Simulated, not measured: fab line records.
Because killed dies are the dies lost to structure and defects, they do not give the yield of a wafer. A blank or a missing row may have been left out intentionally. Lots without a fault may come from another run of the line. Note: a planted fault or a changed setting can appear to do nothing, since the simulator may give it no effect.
Chamber matching -- flow sky130 -- SKY_CONTACT_CVD_00 on pecvd-04 has 3 sister chambers
The step deposits Si3N4, target thk 75 nm. 3 wafers are shown with their chamber, then 11 later ones without.

## WAFERS PAIRED WITH THEIR CHAMBERS
wafer,chamber,heater-power-w (W)
L078.3,1,727
L086.5,2,839
L089.2,0,674

## WAFERS WITH NO CHAMBER GIVEN
wafer,heater-power-w (W)
L089.4,687
L089.5,671
L091.1,729
L091.2,761
L091.4,711
L093.3,673
L093.4,685
L093.5,830
L097.2,787
L097.3,892
L097.6,857

## EACH ONE'S CHAMBER
wafer,from the rows above,in truth
L089.4,can't be placed: 0 or 1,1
L089.5,0,0
L091.1,1,1
L091.2,can't be placed: 1 or 2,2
L091.4,can't be placed: 1 or 0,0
L093.3,0,0
L093.4,can't be placed: 0 or 1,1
L093.5,2,2
L097.2,can't be placed: 2 or 1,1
L097.3,2,2
L097.6,2,2
6 of 11 placed correctly. Cannot be placed on the basis of these rows: 5; the candidates contain the true chamber in 5. Wrongly placed: 0.
How it was worked out, from the rows above alone: a wafer's distance from a chamber is the root of the sum, over the readings, of the square of ((its reading less the chamber's mean) divided by the reading's scatter). If the next closest chamber is less than 2 further off than the closest, the wafer can't be placed; otherwise it belongs to the closest. A chamber's mean is the mean of its shown wafers. The scatter: root of mean squared gap, hidden wafer to nearest shown wafer, with one shown wafer a chamber.
